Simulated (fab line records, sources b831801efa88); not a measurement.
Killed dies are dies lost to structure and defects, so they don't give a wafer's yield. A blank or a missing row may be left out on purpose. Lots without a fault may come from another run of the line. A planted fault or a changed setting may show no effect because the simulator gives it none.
fab line records | flow sky130
record lots=12 wafers=36 last_day=50
route steps=708 shown METAL3@569 VIA3@575 METAL4@599 PAD_OPEN@708
lots that met no fault: from a run of the same line without faults
start_h: hours from the record's first day to the start of the lot's first wafer shown | wait_h: hours since the lot's step before | " the same as in the row above | L1.1+2: a row that stands for several wafers | - no value, or no start given | * or withheld: withheld | < > ~ a bound
route shown NAME@n: a module of which the file shows steps, and the number in the route of the first | usual: mean/standard deviation of fault-free wafers | same: alike in all rows | chamber/n: place in a boat | sites: the reading at each site | _std_site: their standard deviation | _edge_site: outer sites' mean less inner sites' | radius_mm: how far each site lies from the wafer's centre | mask NAME#n: copy n | behind: the tool/chamber that last shaped the wafer | hold: why the lot was held/for how many hours/how that ended | device: the transistor (n, p or np) that didn't switch | end of line: the same wafers' tests at the end of the route | a step without rows: its recipe alone | killed: dies lost to structure and defects at the first sort, not the wafer's yield | map: a wafer's dies, x killed, . not, _ none there
set.NAME: the setting as run; set.NAME@STEP: as run at that earlier step | model.NAME: the simulator's own value behind a step, which no gauge read
steps of the route over a sample of lots; a table a step, a row a wafer
services: from which hour (start_h, from the record's first day; less than 0 if before it) a tool's chamber was out of use, for how many hours, and why
## steps
# step SKY_METAL3_STRIP_19
# recipe chemistry=O2/N2 power_w=1400 pressure_mtorr=1500 platen_temp_c=withheld o2_flow_sccm=3000 n2_flow_sccm=300 overash_fraction=0.5
# usual drypump_motor_current_A=5.8/0.6 oes_product_au=0.500/0.0059 strip_time_to_endpoint_s=6.49/0.089
# columns lot.wafer tool chamber start_h wait_h drypump_motor_current_A oes_product_au rf_hours_counter_h strip_time_to_endpoint_s
L534.1 plasma_asher-03 1 906.06 0.1 6.8 0.502 49 6.50
L534.5 " 1 " " 6.8 0.501 - 6.53
L534.6 " 0 " " 5.7 0.502 - 6.51
L535.3 plasma_asher-02 1 911.41 0.1 6.2 0.503 - 6.56
L535.4 " 0 " " 6.3 0.502 - 6.51
L535.5 " 1 " " 6.2 0.496 - 6.47
L536.2 plasma_asher-04 0 919.18 0.1 5.0 0.502 82 6.45
L536.5 " 1 " " 5.4 0.500 - 6.54
L536.6 " 0 " " 5.0 0.502 - 6.51
L537.1 plasma_asher-03 0 923.23 0.1 5.8 0.499 51 6.53
L537.2 " 1 " " 6.8 0.509 51 6.44
L537.4 " 1 " " 6.8 0.500 - 6.36
L539.1 plasma_asher-04 0 938.91 0.1 5.0 0.499 83 6.52
L539.4 " 0 " " 5.0 0.490 - 6.47
L539.5 " 1 " " 5.5 0.495 - 6.40
L542.1 plasma_asher-03 0 965.03 0.1 5.8 0.500 55 6.55
L542.2 " 1 " " 6.8 0.510 55 6.57
L542.4 " 1 " " 6.8 0.499 - 6.52
L543.1 plasma_asher-04 0 977.41 0.1 5.0 0.499 87 6.52
L543.4 " 1 " " 5.4 0.508 - 6.53
L543.6 " 0 " " 5.0 0.504 - 6.50
L547.1 plasma_asher-02 0 992.81 0.1 6.3 0.501 117 6.53
L547.3 " 1 " " 6.2 0.501 - 6.32
L547.4 " 0 " " 6.3 0.501 - 6.50
L548.1 plasma_asher-02 1 1008.63 0.1 6.2 0.504 119 6.48
L548.2 " 0 " " 6.3 0.497 119 6.38
L548.3 " 1 " " 6.2 0.507 - 6.50
L549.3 plasma_asher-02 0 1017.45 0.1 6.3 0.504 - 6.44
L549.5 " 1 " " 6.2 0.496 - 6.35
L549.6 " 0 " " 6.3 0.505 - 6.52
L553.1 plasma_asher-03 1 1034.18 0.1 6.9 0.500 63 6.49
L553.3 " 0 " " 5.8 0.498 - 6.50
L553.4 " 1 " " 6.8 0.511 - 6.58
L557.3 plasma_asher-02 1 1052.17 0.1 6.2 0.491 - 6.48
L557.4 " 0 " " 6.3 0.499 - 6.41
L557.6 " 0 " " 6.3 0.504 - 6.55
# step SKY_VIA3_CMP_02
# recipe material=SiO2 down_force_psi=4 platen_rpm=60 pad_velocity_m_s=0.94248
# usual motor_current_A=12.1/1.4 retaining_ring_pressure_frac=1.001/0.0046
# columns lot.wafer tool chamber start_h wait_h motor_current_A retaining_ring_pressure_frac
L534.1 cmp-01 3 907.06 0.1 11.4 1.002
L534.5 " 1 " " 12.3 1.002
L534.6 " 2 " " 11.0 1.002
L535.3 cmp-02 0 912.25 0.1 10.6 1.003
L535.4 " 2 " " 11.3 0.998
L535.5 " 0 " " 10.7 1.014
L536.2 cmp-02 3 920.15 0.2 15.1 0.998
L536.5 " 0 " " 10.7 0.999
L536.6 " 1 " " 13.5 1.003
L537.1 cmp-01 2 924.11 0.1 10.6 1.003
L537.4 " 3 " " 10.3 0.993
L537.2 " 0 " " 11.8 1.005
L539.4 cmp-02 1 939.78 0.1 12.8 1.010
L539.1 " 2 " " 11.1 0.998
L539.5 " 1 " " 13.4 0.998
L542.1 cmp-02 2 965.85 0.1 11.3 0.998
L542.2 " 3 " " 14.4 1.002
L542.4 " 0 " " 11.0 1.002
L543.4 cmp-01 2 978.54 0.3 10.7 0.992
L543.1 " 3 " " 10.6 1.001
L543.6 " 1 " " 13.2 0.997
L547.3 cmp-02 2 993.63 0.0 11.1 0.998
L547.4 " 3 " " 13.9 0.999
L547.1 " 1 " " 13.6 0.996
L548.3 cmp-01 0 1009.46 0.0 11.8 1.000
L548.2 " 1 " " 12.8 1.000
L548.1 " 3 " " 11.2 0.995
L549.3 cmp-02 3 1018.32 0.1 14.3 1.007
L549.5 " 3 " " 14.6 0.998
L549.6 " 0 " " 11.2 1.000
L553.1 cmp-01 1 1035.12 0.1 13.0 0.999
L553.4 " 3 " " 10.9 1.005
L553.3 " 0 " " 11.5 1.004
L557.3 cmp-01 2 1053.05 0.1 11.0 1.000
L557.4 " 1 " " 12.2 1.004
L557.6 " 3 " " 10.2 1.005
# step SKY_METAL4_SPUTTER_01
# recipe material=TiN target_thk_nm=20 power_w=6500 time_s=16.7 chamber_pressure_pa=0.4
# usual chamber_pressure_pa=0.4001/0.00087 throttle_valve_pct=30.8/1.3
# same time_s=16.7
# columns lot.wafer tool chamber start_h wait_h chamber_pressure_pa throttle_valve_pct
L534.1 pvd_sputter-02 - 933.12 0.0 0.3990 30.3
L534.5 " - " " 0.4008 32.0
L534.6 " - " " 0.4000 31.3
L535.3 pvd_sputter-03 - 938.14 0.0 0.4011 31.0
L535.4 " - " " 0.4012 33.1
L535.5 " - " " 0.4005 29.4
L536.2 pvd_sputter-02 - 946.39 0.0 0.4001 30.4
L536.5 " - " " 0.4009 32.2
L536.6 " - " " 0.4012 29.6
L537.1 pvd_sputter-02 - 950.46 0.0 0.4011 30.2
L537.2 " - " " 0.3996 32.0
L537.4 " - " " 0.3992 31.5
L539.1 pvd_sputter-01 - 966.34 0.0 0.3988 32.0
L539.4 " - " " 0.3995 30.0
L539.5 " - " " 0.3984 32.1
L542.1 pvd_sputter-01 - 991.01 0.0 0.4015 30.1
L542.2 " - " " 0.3983 30.1
L542.4 " - " " 0.3994 29.5
L543.1 pvd_sputter-02 - 1003.76 0.0 0.4005 32.3
L543.4 " - " " 0.3994 29.6
L543.6 " - " " 0.4004 29.6
L547.1 pvd_sputter-03 - 1018.37 0.0 0.4004 31.1
L547.3 " - " " 0.3989 33.1
L547.4 " - " " 0.3986 29.6
L548.1 pvd_sputter-03 - 1033.07 0.0 0.3999 33.1
L548.2 " - " " 0.3998 31.1
L548.3 " - " " 0.4011 29.3
L549.3 pvd_sputter-03 - 1042.69 0.0 0.4010 29.9
L549.5 " - " " 0.3993 33.2
L549.6 " - " " 0.4015 29.3
L553.1 pvd_sputter-01 - 1059.74 0.0 0.3997 30.0
L553.3 " - " " 0.3998 30.1
L553.4 " - " " 0.4001 29.5
L557.3 pvd_sputter-01 - 1076.23 0.0 0.4001 30.0
L557.4 " - " " 0.3999 29.5
L557.6 " - " " 0.4004 32.2
# step SKY_METAL4_SPUTTER_02
# recipe material=AlCu target_thk_nm=735 power_w=10600 time_s=39.1 chamber_pressure_pa=0.4
# usual chamber_pressure_pa=0.4001/0.00088 throttle_valve_pct=30.8/1.2
# same time_s=39.1
# columns lot.wafer tool chamber start_h wait_h chamber_pressure_pa throttle_valve_pct
L534.1 pvd_sputter-02 - 933.14 0.0 0.4015 30.1
L534.5 " - " " 0.4014 32.4
L534.6 " - " " 0.3999 31.5
L535.3 pvd_sputter-03 - 938.16 0.0 0.3999 31.2
L535.4 " - " " 0.3992 33.0
L535.5 " - " " 0.3987 29.4
L536.2 pvd_sputter-02 - 946.41 0.0 0.4000 30.0
L536.5 " - " " 0.3994 32.1
L536.6 " - " " 0.4003 29.5
L537.1 pvd_sputter-02 - 950.48 0.0 0.4011 30.2
L537.2 " - " " 0.4010 32.3
L537.4 " - " " 0.4002 31.1
L539.1 pvd_sputter-01 - 966.37 0.0 0.3999 31.9
L539.4 " - " " 0.4004 30.3
L539.5 " - " " 0.3994 31.9
L542.1 pvd_sputter-01 - 991.03 0.0 0.3995 30.3
L542.2 " - " " 0.3998 30.2
L542.4 " - " " 0.3998 29.4
L543.1 pvd_sputter-02 - 1003.79 0.0 0.4005 32.2
L543.4 " - " " 0.3998 29.7
L543.6 " - " " 0.4011 29.6
L547.1 pvd_sputter-03 - 1018.40 0.0 0.4000 31.1
L547.3 " - " " 0.4005 33.1
L547.4 " - " " 0.4004 29.6
L548.1 pvd_sputter-03 - 1033.10 0.0 0.3721 34.3
L548.2 " - " " 0.3718 32.4
L548.3 " - " " 0.3724 30.6
L549.3 pvd_sputter-03 - 1042.71 0.0 0.3729 30.8
L549.5 " - " " 0.3702 34.4
L549.6 " - " " 0.3720 30.7
L553.1 pvd_sputter-01 - 1059.76 0.0 0.4022 29.6
L553.3 " - " " 0.4019 30.0
L553.4 " - " " 0.3997 29.3
L557.3 pvd_sputter-01 - 1076.25 0.0 0.3991 29.9
L557.4 " - " " 0.3998 29.8
L557.6 " - " " 0.3987 32.0
# step SKY_PAD_OPEN_PROBE_99
# usual defect_limited_yield=82.3/1.9 killed_at_M0_to_M3=44/7.4 killed_at_M4_up=3.2/1.8 killed_at_contacts=25/5.2 killed_at_front_end=15/4.5 killed_at_other=0.2/0.43 killed_dies=87/9.6 killed_open=48/7.6 killed_short=40/5.7 sort_bin_3_pad_short=0.9/0.45 sort_bin_5_function=10.5/1.5 sort_bin_6_memory=6.3/1.2 sort_n_pass=405/9.6 sort_yield_pct=82.3/1.9
# same gross_dies=492 killed_at_back_side=0 sort_bin_4_leakage[%]=0 sort_bin_8_speed[%]=0
# columns lot.wafer tool chamber start_h wait_h defect_limited_yield[%] killed_at_M0_to_M3 killed_at_M4_up killed_at_contacts killed_at_front_end killed_at_other killed_dies killed_open killed_short sort_bin_3_pad_short[%] sort_bin_5_function[%] sort_bin_6_memory[%] sort_n_pass sort_yield_pct[%]
L547.1 prober-02 - 1149.52 0.1 81.7 49 5 18 18 0 90 46 44 1.0 11.4 5.9 402 81.7
L547.3 prober-02 - 1149.62 0.2 78.9 53 2 32 16 1 104 54 50 1.4 13.0 6.7 388 78.9
L547.4 prober-02 - 1149.67 0.2 80.1 43 3 30 22 0 98 47 51 1.6 11.6 6.7 394 80.1
# killed by level:class
L547.1 VIA1:geometric_particle:open=14 FIELD_ISO:geometric_particle:short=9 VIA3:geometric_particle:open=8 FIELD_ISO:geometric_particle:open=7 CONTACT:geometric_particle:open=7 METAL2:geometric_particle:short=6 METAL1:geometric_particle:short=5 CONTACT:geometric_particle:short=4
L547.3 CONTACT:geometric_particle:open=11 METAL1:geometric_particle:short=11 LI_CONTACT:geometric_particle:open=10 VIA3:geometric_particle:open=8 METAL2:geometric_particle:short=7 VIA1:geometric_particle:open=7 LOCAL_INTERCONNECT:geometric_particle:short=6 VIA1:geometric_particle:short=6
L547.4 VIA1:geometric_particle:open=9 CONTACT:geometric_particle:short=8 CONTACT:geometric_particle:open=8 METAL1:geometric_particle:short=7 FIELD_ISO:geometric_particle:open=6 POLY_GATE:geometric_particle:short=6 LI_CONTACT:geometric_particle:open=6 METAL2:geometric_particle:short=6
## services
# columns tool chamber start_h hours kind
pvd_sputter-03 - 883.67 0.6 repair
plasma_asher-04 - 887.07 1.9 repair
pvd_sputter-01 - 894.88 70.8 repair
cmp-01 - 909.97 4.5 pm
cmp-01 - 914.47 4.0 pm
cmp-01 - 918.47 - consumable_replace:conditioner
cmp-01 - 918.47 - consumable_replace:pad
cmp-01 - 921.49 1.1 repair
plasma_asher-04 - 931.17 2.8 repair
cmp-02 - 960.90 3.4 repair
cmp-01 - 966.32 6.6 pm
pvd_sputter-03 - 993.22 1.9 repair
plasma_asher-02 - 994.68 3.6 repair
pvd_sputter-01 - 1007.28 4.8 repair
plasma_asher-02 - 1022.15 14.6 pm
cmp-01 - 1025.89 2.0 repair
cmp-02 - 1035.86 3.5 repair
plasma_asher-02 - 1055.25 9.0 pm
plasma_asher-02 0 1055.25 9.0 vent_cycle
plasma_asher-02 1 1055.25 9.0 vent_cycle
cmp-01 - 1061.11 0.5 repair
cmp-02 - 1061.79 0.3 repair
plasma_asher-02 0 1064.25 - clean
plasma_asher-02 1 1064.25 - clean
## key
first_sign step=SKY_METAL4_SPUTTER_02 reading=chamber_pressure_pa direction=down sigmas=32 usual=0.4001 struck=0.3719
effect none on later readings
met_at SKY_METAL4_SPUTTER_02
struck_lots L548,L549
not_acting_at SKY_METAL3_STRIP_19,SKY_VIA3_CMP_02,SKY_METAL4_SPUTTER_01
onset_between 1018.40 1033.10
fault kind=process_parameter_drift tool=pvd_sputter-03 chamber=- onset_h=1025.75 steps=SKY_METAL4_SPUTTER_02 channel=chamber_pressure_pa offset=-0.028401 shape=step end_h=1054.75 acts_in=these_recipes_only stated=0.4
